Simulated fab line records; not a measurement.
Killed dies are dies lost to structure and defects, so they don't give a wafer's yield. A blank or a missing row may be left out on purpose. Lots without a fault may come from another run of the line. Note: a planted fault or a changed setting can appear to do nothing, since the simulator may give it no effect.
fab line records ; flow sky130
record: lots: 14; wafers: 42; lastDay: 51
route steps=708 shown CAPM@537 PAD_OPEN@708
lots untouched by any fault: they come from a run of this same line in which no faults occurred
startH: hours from the record's opening day to when the first of the lot's shown wafers began ; waitH: time in hours since the lot's previous step ; " same as the row above ; L1.1+2: several wafers, shown together as one row ; - no value, or no start was given ; * or withheld: withheld ; < > ~ a bound
route shown NAME@n: NAME is a module with steps in the file, n the number in the route of the first one ; usual: the fault-free wafers' mean and standard deviation ; same: alike in all rows ; chamber/n: place in a boat ; sites: per-site readings ; _std_site: how widely they spread, as a standard deviation ; _edge_site: inner sites' mean taken away from outer sites' mean ; radiusMm: how far each site lies from the wafer's centre ; mask NAME#n: copy n ; behind: tool/chamber where the wafer was last shaped ; hold: why the lot was held/for how many hours/how that ended ; device: names the non-switching transistor (n, p or np) ; end of line: at the end of the route, the tests of the same wafers ; where a step has no rows: the recipe by itself ; killed: dies lost to structure and defects at the first sort, not the wafer's yield ; map: shows each die of a wafer: x if killed, . if not, _ if none is there
set.NAME: the setting that was run; set.NAME@STEP: the one run at that earlier step ; model.NAME: the simulator's own value behind a step, which no gauge read
one table for each step of the route and one row for each wafer, over a sample of lots
services: when a tool's chamber went out of use (startH, in hours from the record's first day, below 0 if earlier), for how many hours, and the reason
== steps ==
step: SKY_CAPM_CVD_00
recipe: material: SiO2; targetThkNm: 15.5; tempC: 400; timeS: withheld; rfW: 450
usual: heaterPowerOuterW: 382/66; heaterPowerW: 658/89
lot.wafer;tool;chamber;startH;waitH;heaterPowerOuterW;heaterPowerW
L875.3;pecvd-03;0;896.12;0.0;461;726
L875.4;pecvd-03;0;896.12;0.0;465;725
L875.5;pecvd-03;1;896.12;0.0;485;747
L874.1;pecvd-02;1;897.91;0.0;312;602
L874.4;pecvd-02;0;897.91;0.0;369;630
L874.5;pecvd-02;2;897.91;0.0;307;539
L876.1;pecvd-03;0;905.82;0.0;473;741
L876.4;pecvd-03;1;905.82;0.0;477;751
L876.6;pecvd-03;2;905.82;0.0;418;706
L879.2;pecvd-02;0;928.50;0.0;326;591
L879.3;pecvd-02;0;928.50;0.0;336;583
L879.4;pecvd-02;2;928.50;0.0;363;609
L880.1;pecvd-03;1;936.43;0.0;-;-
L880.2;pecvd-03;0;936.43;0.0;-;-
L880.5;pecvd-03;0;936.43;0.0;-;-
L881.3;pecvd-01;0;952.67;0.0;-;-
L881.4;pecvd-01;0;952.67;0.0;-;-
L881.6;pecvd-01;2;952.67;0.0;-;-
L883.2;pecvd-03;2;963.23;0.0;417;738
L883.3;pecvd-03;1;963.23;0.0;418;663
L883.4;pecvd-03;0;963.23;0.0;453;711
L888.1;pecvd-03;0;1006.00;0.0;383;630
L888.3;pecvd-03;0;1006.00;0.0;378;645
L888.6;pecvd-03;0;1006.00;0.0;386;623
L889.2;pecvd-02;1;1006.81;0.0;319;603
L889.5;pecvd-02;1;1006.81;0.0;323;607
L889.6;pecvd-02;1;1006.81;0.0;323;602
L891.1;pecvd-02;1;1010.84;0.0;327;612
L891.3;pecvd-02;2;1010.84;0.0;363;617
L891.6;pecvd-02;1;1010.84;0.0;337;634
L893.1;pecvd-01;1;1024.64;0.0;399;731
L893.3;pecvd-01;0;1024.64;0.0;325;545
L893.6;pecvd-01;2;1024.64;0.0;455;771
L894.4;pecvd-01;1;1029.80;0.0;425;775
L894.5;pecvd-01;2;1029.80;0.0;523;830
L894.6;pecvd-01;0;1029.80;0.0;308;541
L895.1;pecvd-03;0;1032.69;0.0;436;739
L895.2;pecvd-03;1;1032.69;0.0;380;643
L895.5;pecvd-03;0;1032.69;0.0;442;742
L896.2;pecvd-02;2;1037.09;0.0;323;520
L896.3;pecvd-02;1;1037.09;0.0;307;598
L896.5;pecvd-02;2;1037.09;0.0;319;534
step: SKY_PAD_OPEN_PROBE_99
usual: defectLimitedYield: 82.6/1.7; killed_at_M0_to_M3: 43/7; killed_at_M4_up: 3.1/1.5; killedAtContacts: 23/4.9; killedAtFrontEnd: 16/3.9; killedAtOther: 0.3/0.52; killedDies: 86/8.2; killedOnRim: 16/3.7; killedOpen: 47/6.1; killedShort: 38/5.8; sort_bin_3_pad_short: 0.8/0.41; sort_bin_5_function: 10.2/1.3; sort_bin_6_memory: 6.4/1.1; sortNPass: 406/8.2; sortYieldPct: 82.6/1.7
same: grossDies: 492; killedAtBackSide: 0; sort_bin_4_leakage[%]: 0; sort_bin_8_speed[%]: 0
lot.wafer;tool;chamber;startH;waitH;defectLimitedYield[%];killed_at_M0_to_M3;killed_at_M4_up;killedAtContacts;killedAtFrontEnd;killedAtOther;killedDies;killedOnRim;killedOpen;killedShort;sort_bin_3_pad_short[%];sort_bin_5_function[%];sort_bin_6_memory[%];sortNPass;sortYieldPct[%]
L880.1;prober-01;-;1153.14;0.1;0;44;4;26;24;394;492;96;53;45;1.4;94.1;4.5;0;0
L880.2;prober-01;-;1153.19;0.1;0;46;3;18;14;411;492;96;48;33;0.6;91.9;7.5;0;0
L880.5;prober-01;-;1153.34;0.2;0;39;0;25;14;414;492;96;41;37;0.4;92.9;6.7;0;0
L881.3;prober-02;-;1164.45;0.2;0;34;5;18;21;414;492;96;48;30;1.2;93.1;5.7;0;0
L881.4;prober-02;-;1164.50;0.2;0;41;4;21;25;401;492;96;46;45;0.4;92.1;7.5;0;0
L881.6;prober-02;-;1164.60;0.2;0;55;4;21;9;403;492;96;47;42;0.8;93.7;5.5;0;0
L883.2;prober-01;-;1175.13;0.1;83.9;41;1;23;14;0;79;17;40;38;1.0;11.4;3.7;413;83.9
L883.3;prober-01;-;1175.18;0.2;85.0;48;3;11;12;0;74;16;37;37;0;10.2;4.9;418;85.0
L883.4;prober-01;-;1175.23;0.2;83.7;29;3;30;18;0;80;7;43;36;1.6;8.7;5.9;412;83.7
L888.1;prober-02;-;1205.26;0.1;79.3;58;2;23;19;0;102;18;64;37;0.6;11.0;9.1;390;79.3
L888.6;prober-02;-;1205.51;0.2;81.1;48;5;20;18;2;93;13;48;44;1.0;10.6;7.3;399;81.1
L896.2;prober-02;-;1225.46;0.1;85.8;40;4;16;9;1;70;11;38;32;0.2;8.3;5.7;422;85.8
L896.3;prober-02;-;1225.51;0.2;79.5;47;1;30;23;0;101;13;53;48;0.8;13.2;6.5;391;79.5
L896.5;prober-02;-;1225.61;0.2;83.3;43;5;19;15;0;82;8;40;42;0.4;9.8;6.5;410;83.3
killed by level:class
L880.1 CAPM:areaCvd=394 VIA1:geometricParticle:open=13 VIA2:geometricParticle:open=8 LI_CONTACT:geometricParticle:open=7 FIELD_ISO:geometricParticle:open=6 FIELD_ISO:geometricParticle:short=5 METAL1:geometricParticle:short=5 LI_CONTACT:geometricParticle:short=5
L880.2 CAPM:areaCvd=410 VIA1:geometricParticle:open=11 LI_CONTACT:geometricParticle:open=8 VIA1:geometricParticle:short=6 VIA2:geometricParticle:open=6 METAL2:geometricParticle:short=5 VIA3:geometricParticle:open=5 FIELD_ISO:geometricParticle:short=4
L880.5 CAPM:areaCvd=413 CONTACT:geometricParticle:open=8 VIA1:geometricParticle:open=7 LI_CONTACT:geometricParticle:open=6 METAL1:geometricParticle:short=6 POLY_GATE:geometricParticle:open=5 CONTACT:geometricParticle:short=5 VIA2:geometricParticle:short=5
L881.3 CAPM:areaCvd=414 VIA2:geometricParticle:open=8 CONTACT:geometricParticle:open=7 VIA3:geometricParticle:open=6 FIELD_ISO:geometricParticle:open=5 VIA1:geometricParticle:open=5 FIELD_ISO:geometricParticle:short=4 POLY_GATE:geometricParticle:open=4
L881.4 CAPM:areaCvd=401 FIELD_ISO:geometricParticle:open=8 CONTACT:geometricParticle:open=7 VIA1:geometricParticle:open=7 METAL1:geometricParticle:short=7 VIA1:geometricParticle:short=7 POLY_GATE:geometricParticle:short=6 LOCAL_INTERCONNECT:geometricParticle:short=5
L881.6 CAPM:areaCvd=403 VIA1:geometricParticle:open=11 VIA3:geometricParticle:open=9 LI_CONTACT:geometricParticle:open=7 VIA2:geometricParticle:short=6 METAL2:geometricParticle:short=6 VIA2:geometricParticle:open=6 CONTACT:geometricParticle:open=5
L883.2 LI_CONTACT:geometricParticle:open=10 VIA3:geometricParticle:short=10 CONTACT:geometricParticle:open=7 VIA1:geometricParticle:open=6 METAL2:geometricParticle:short=6 VIA3:geometricParticle:open=5 VIA2:geometricParticle:short=4 FIELD_ISO:geometricParticle:short=3
L883.3 VIA1:geometricParticle:open=13 METAL2:geometricParticle:short=10 VIA3:geometricParticle:open=7 FIELD_ISO:geometricParticle:short=5 VIA1:geometricParticle:short=5 VIA2:geometricParticle:open=5 LI_CONTACT:geometricParticle:open=4 POLY_GATE:geometricParticle:open=4
L883.4 LI_CONTACT:geometricParticle:open=11 CONTACT:geometricParticle:open=9 VIA1:geometricParticle:open=6 FIELD_ISO:geometricParticle:short=5 FIELD_ISO:geometricParticle:open=5 LOCAL_INTERCONNECT:geometricParticle:short=5 METAL1:geometricParticle:short=5 VIA2:geometricParticle:open=5
L888.1 VIA2:geometricParticle:open=10 VIA1:geometricParticle:open=10 METAL1:geometricParticle:short=8 FIELD_ISO:geometricParticle:open=7 LI_CONTACT:geometricParticle:open=7 CONTACT:geometricParticle:open=7 CONTACT:geometricParticle:short=6 VIA3:geometricParticle:open=6
L888.6 CONTACT:geometricParticle:open=9 VIA1:geometricParticle:open=9 VIA3:geometricParticle:open=7 POLY_GATE:geometricParticle:short=7 VIA2:geometricParticle:open=7 METAL1:geometricParticle:short=5 METAL2:geometricParticle:short=5 FIELD_ISO:geometricParticle:short=4
L896.2 VIA1:geometricParticle:open=10 VIA2:geometricParticle:open=8 CONTACT:geometricParticle:open=6 FIELD_ISO:geometricParticle:short=5 METAL1:geometricParticle:short=5 VIA3:geometricParticle:open=5 METAL4:geometricParticle:short=4 VIA1:geometricParticle:short=4
L896.3 CONTACT:geometricParticle:open=12 VIA2:geometricParticle:open=11 METAL1:geometricParticle:short=8 VIA1:geometricParticle:open=8 FIELD_ISO:geometricParticle:open=7 POLY_GATE:geometricParticle:short=6 LOCAL_INTERCONNECT:geometricParticle:short=6 CONTACT:geometricParticle:short=6
L896.5 VIA2:geometricParticle:open=9 VIA1:geometricParticle:open=7 FIELD_ISO:geometricParticle:open=6 VIA1:geometricParticle:short=6 VIA3:geometricParticle:short=5 CONTACT:geometricParticle:open=5 LOCAL_INTERCONNECT:geometricParticle:short=4 POLY_GATE:geometricParticle:short=4
== services ==
tool;chamber;startH;hours;kind
pecvd-02;-;899.45;0.8;repair
pecvd-02;-;908.93;1.9;repair
pecvd-03;0;911.38;2.1;scheduledDown
pecvd-02;1;924.51;18.7;repair
pecvd-02;0;938.68;85.7;repair
pecvd-01;-;942.42;0.8;repair
pecvd-02;1;950.19;2.6;repair
pecvd-03;0;956.69;5.5;scheduledDown
pecvd-03;0;970.58;3.6;repair
pecvd-03;0;982.45;11.1;repair
pecvd-03;1;999.38;-;clean
pecvd-03;1;999.38;-;consumableReplace:showerhead
pecvd-03;1;999.38;29.0;scheduledDown
pecvd-03;1;999.38;29.0;ventCycle
pecvd-01;1;1000.35;5.5;scheduledDown
pecvd-02;2;1003.16;5.5;scheduledDown
pecvd-03;2;1010.62;2.1;scheduledDown
pecvd-01;0;1031.41;14.7;repair
pecvd-02;-;1033.61;2.8;pm
== key ==
firstSign: step: SKY_CAPM_CVD_00; reading: toolRecord; direction: missing
effect: step: SKY_PAD_OPEN_PROBE_99; reading: killedAtOther; direction: up; sigmas: 99+; usual: 0.3; struck: 406.2
moreKillsBornAt: SKY_CAPM_CVD_00@pecvd-01: 1218; SKY_CAPM_CVD_00@pecvd-03: 1217
metAt SKY_CAPM_CVD_00
struckLots L880,L881
laterRowsLeftOut L880.1,L880.2,L880.5,L881.3,L881.4,L881.6
onsetBetween 905.82 936.43
fault: kind: skippedStepWhole; tool: pecvd-01,pecvd-03; chamber: -; onsetH: 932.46; steps: SKY_CAPM_CVD_00; scope: struckLotsOnly
laterRowsLeftOut: the simulator's readings of these wafers behind a module that went badly wrong aren't trusted and aren't shown, but for the sort
